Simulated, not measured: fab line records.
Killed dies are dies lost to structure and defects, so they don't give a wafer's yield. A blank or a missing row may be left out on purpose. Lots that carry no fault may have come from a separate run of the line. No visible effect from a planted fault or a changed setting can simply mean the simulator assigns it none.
The tool behind it: which one?    flow sfq_line    43 wafers sampled from 15 lots at 1 step of a route of 325

== WHAT THE GAUGES READ, wafer by wafer ==
No reading from a measuring or inspecting step in the record can be judged against a usual standard deviation.

== WHAT TOOL EACH LOT RAN ON (gives the tool, then ch and the chambers of the sampled wafers, and finally the start) ==
lot   SFQ_TRILAYER_M2_BARC_OPEN_METAL_ETCH_077
L944  rie_metal-02 ch 0,1, day 30 21:44
L945  rie_metal-04 ch 0,1, day 31 05:04
L947  rie_metal-01 ch 0,1, day 32 05:04
L948  rie_metal-04 ch 0,1, day 32 12:23
L949  rie_metal-04 ch 0,1, day 33 02:47
L950  rie_metal-02 ch 0, day 33 11:11
L951  rie_metal-04 ch 0,1, day 33 18:23
L952  rie_metal-02 ch 0,1, day 33 23:11
L953  rie_metal-02 ch 0,1, day 34 09:55
L954  rie_metal-02 ch 0,1, day 34 21:55
L956  rie_metal-02 ch 0,1, day 35 15:55
L963  rie_metal-01 ch 1, day 39 19:53
L964  rie_metal-04 ch 0,1, day 39 21:06
L965  rie_metal-02 ch 0, day 39 22:17
L966  rie_metal-04 ch 0,1, day 40 00:41
- SFQ_TRILAYER_M2_BARC_OPEN_METAL_ETCH_077: etches BARC in O2, target depth 125 nm, time 41.7 s.

== AS READ BY THE TOOLS THEMSELVES (means over the sampled wafers that have a number; for cases with no such wafer, the mark the record gives instead) ==
SFQ_TRILAYER_M2_BARC_OPEN_METAL_ETCH_077. Usual: bias_w 80.01 W, standard deviation 0.2; chamber_pressure_mTorr 10.000 mTorr, standard deviation 0.0092; drypump_motor_current_A 5.63 A, standard deviation 0.28; he_backside_leak_sccm 3.5 sccm, standard deviation 0.43; oes_product_au 0.685 a.u., standard deviation 0.0051; run_length_s 70.0 s, standard deviation 0.45.
lot   tool          bias_w (W)  chamber_pressure_mTorr (mTorr)  drypump_motor_current_A (A)  he_backside_leak_sccm (sccm)  oes_product_au (a.u.)  run_length_s (s)  flag
L944  rie_metal-02  80.19       9.992                           5.81                         3.3                           0.687                  70.3              
L945  rie_metal-04  79.97       9.996                           5.39                         3.8                           0.688                  69.7              
L947  rie_metal-01  80.06       9.995                           5.58                         3.4                           0.686                  69.8              
L948  rie_metal-04  80.02       10.008                          5.41                         3.7                           0.691                  69.6              
L949  rie_metal-04  80.08       9.997                           5.41                         3.7                           0.685                  69.9              
L950  rie_metal-02  80.04       10.009                          5.64                         3.5                           0.686                  70.4              
L951  rie_metal-04  80.12       10.005                          5.29                         3.6                           0.688                  69.7              
L952  rie_metal-02  80.13       9.998                           5.80                         3.3                           0.684                  70.4              
L953  rie_metal-02  80.11       9.999                           5.81                         3.3                           0.717                  67.8              OFF
L954  rie_metal-02  79.92       9.996                           5.76                         3.5                           0.733                  67.0              OFF
L956  rie_metal-02  80.12       9.995                           5.76                         3.2                           0.728                  66.9              OFF
L963  rie_metal-01  79.62       10.005                          6.08                         3.8                           0.680                  69.6              
L964  rie_metal-04  79.91       9.995                           5.40                         3.7                           0.684                  70.0              
L965  rie_metal-02  79.74       9.993                           5.65                         3.9                           0.692                  70.6              
L966  rie_metal-04  80.16       10.005                          5.30                         4.9                           0.686                  69.5              OFF

== THE ANSWER, worked out from the rows above alone ==
Rule: take the mean of a lot's wafers that have a number; if it is more than 3 standard deviations from the usual mean, the lot is off. Also off: a lot with no number at a reading for which 4 or more lots have one. The other lots that the step has rows for count as sound. The gauges are gone through in route order, then the tools' own readings, and for those a lot's mean is taken as printed above. At the first step where some lot is off, the reading lying furthest off is the one used; lots without a number count as furthest.
Off: L953, L954, L956 (SFQ_TRILAYER_M2_BARC_OPEN_METAL_ETCH_077, oes_product_au).
If a tool, at that step or one of the process steps before it, ran each lot that is off and ran no sound lot following the first of them, it fits. No candidate that was tried fits.

== WHAT THE SIMULATOR PUT IN ==
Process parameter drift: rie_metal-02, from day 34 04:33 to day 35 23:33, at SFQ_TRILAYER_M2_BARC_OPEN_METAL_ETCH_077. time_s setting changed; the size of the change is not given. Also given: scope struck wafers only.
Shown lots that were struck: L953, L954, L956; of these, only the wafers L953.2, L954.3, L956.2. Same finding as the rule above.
